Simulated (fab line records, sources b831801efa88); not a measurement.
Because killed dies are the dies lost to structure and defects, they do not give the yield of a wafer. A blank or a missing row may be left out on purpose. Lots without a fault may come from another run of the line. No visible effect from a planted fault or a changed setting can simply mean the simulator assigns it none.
A struck lot beside a sound one -- flow gf180mcu -- 32 steps out of a route of 602
Sound: these wafers, L187.1, L187.2, L187.6. Wafers struck: L196.1, L196.4, L196.5. The cause is given at the end.
Per side, at each step with rows, come the tool, then ch with its chambers, and then its first start. Under that, the readings that differ: sound wafers -- struck wafers -- difference of the means -- sigmas: that difference in standard deviations of wafers without a fault.
alike: a reading whose means differ by less than 2 such deviations, as well as words and numbers matching on both sides. not compared: withheld readings; readings where some wafer has no value; bounds like >300 that might hide an equal value; numbers whose values overlap and for which the record gives no deviation.
Wherever a step has rows on one side only, a row that says differs or no value, or a row with sigmas, the two part there. Non-overlapping numbers with no deviation appear without sigmas and do not part them. A reading that every wafer of one side lacks parts them only if that side has two wafers or more.

first, 1 step without rows for these wafers: GF_HV_LDD_CVD_56 (deposits Si3N4 from DCS/NH3, target thk 90 nm, time 1543 s).
GF_HV_LDD_THK_MEAS_57:
  sound on film metro-01, day 13 18:38; struck on film metro-03, day 17 08:14
  alike: HV_LDD_CVD_56_THK
GF_HV_LDD_ETCHBACK_58: etches Si3N4 in CH3F/O2, stops on SiO2, time 100 s, target depth 90 nm.
  sound on rie diel-03 ch 0,2,3, day 13 18:42; struck on rie diel-02 ch 0,2,3, day 17 08:18
  alike: drypump motor current A, oes product au, throttle valve pct
  not compared: rf hours counter h
then, 7 steps without rows for these wafers: GF_NSD_DEHYDRATE_00 (time 60 s); GF_NSD_HMDS_01 (prime time 60 s); GF_NSD_COAT_02 (resist thk 1000 nm); GF_NSD_SOFTBAKE_03 (time 60 s); GF_NSD_EXPOSE_04 (exposes mask Nplus, target cd 400 nm); GF_NSD_PEB_05; GF_NSD_DEVELOP_06 (develop time 60 s).
GF_NSD_CD_MEAS_07 targets a cd of 400 nm.
  sound on cd sem-01, day 14 15:16; struck on cd sem-02, day 18 06:42
  alike: cd nm
GF_NSD_OVL_MEAS_08:
  sound on overlay-01, day 14 15:23; struck on overlay-02, day 18 06:49
  alike: NSD_OVL
GF_NSD_IMPLANT_09:
  sound on implanter-01 ch 0, day 14 15:25; struck on implanter-02 ch 0, day 18 06:52
reading,sound,struck,difference,sigmas
implant ion amu,75 75 75,49 49 49,-26,
model.implant.rp nm (nm),37.96 37.96 37.96,44.75 44.75 44.75,+6.79,
model.implant.drp nm (nm),16.15 16.15 16.15,21.23 21.23 21.23,+5.08,
next, for these wafers, 1 step has no rows: GF_NSD_IMPLANT_10.
GF_NSD_STRIP_11: strips in O2/N2.
  sound on plasma asher-03 ch 0,1, day 14 15:43; struck on plasma asher-04 ch 0,1, day 18 07:10
reading,sound,struck,difference,sigmas
oes product au (a.u.),0.494 0.494 0.485,0.481 0.476 0.468,-0.016,-3
strip time to endpoint s (s),22.94 22.96 22.96,23.72 23.72 23.70,+0.76,+21
  alike: drypump motor current A, heater power w
  not compared: rf hours counter h
GF_NSD_TW_MEAS_12:
  sound on film metro-01, day 14 15:49; struck on film metro-01, day 18 07:16
  alike: NSD_TW
then, 7 steps without rows for these wafers: GF_PSD_DEHYDRATE_00 (time 60 s); GF_PSD_HMDS_01 (prime time 60 s); GF_PSD_COAT_02 (resist thk 1000 nm); GF_PSD_SOFTBAKE_03 (time 60 s); GF_PSD_EXPOSE_04 (exposes mask Pplus, target cd 400 nm); GF_PSD_PEB_05; GF_PSD_DEVELOP_06 (develop time 60 s).
GF_PSD_CD_MEAS_07 targets a cd of 400 nm.
  sound on cd sem-01, day 15 12:30; struck on cd sem-01, day 19 07:53
  alike: cd nm
GF_PSD_OVL_MEAS_08:
  sound on overlay-01, day 15 12:37; struck on overlay-01, day 19 08:00
  alike: PSD_OVL
next, for these wafers, 1 step has no rows: GF_PSD_IMPLANT_09.
GF_PSD_STRIP_10: strips in O2/N2.
  sound on plasma asher-01 ch 0,1, day 15 12:49; struck on plasma asher-03 ch 1, day 19 08:11
  alike: drypump motor current A, heater power w, oes product au, strip time to endpoint s
  not compared: rf hours counter h
GF_PSD_TW_MEAS_11:
  sound on film metro-03, day 15 12:55; struck on film metro-03, day 19 08:17
  alike: PSD_TW
then, 1 step without rows for these wafers: GF_PSD_CLEAN_12 (cleans in SC1/SC2, time 150 s).
GF_PSD_RTA_13: time 20 s.
  sound on rtp anneal-01 ch 0, day 15 13:02; struck on rtp anneal-01 ch 0, day 19 08:23
  alike: lamp power pct, wafer_temp_C_max
GF_PSD_RS_MEAS_14: the measuring method here is four-point-probe.
  sound on film metro-02, day 15 13:07; struck on film metro-01, day 19 08:28
reading,sound,struck,difference,sigmas
NSD_RS (ohm/sq),46.14 46.11 46.10,- - -,no value on the struck wafers,
GF_PSD_RS_MEAS_15: the measuring method here is four-point-probe.
  sound on film metro-02, day 15 13:14; struck on film metro-01, day 19 08:35
  alike: PSD_RS

== WHERE THEY PART ==
Earliest at GF_NSD_STRIP_11; latest, in this record, at GF_PSD_RS_MEAS_14. Later steps at which nothing parts them and some readings are alike: GF_PSD_RS_MEAS_15.

WHY: whatever the simulator had introduced
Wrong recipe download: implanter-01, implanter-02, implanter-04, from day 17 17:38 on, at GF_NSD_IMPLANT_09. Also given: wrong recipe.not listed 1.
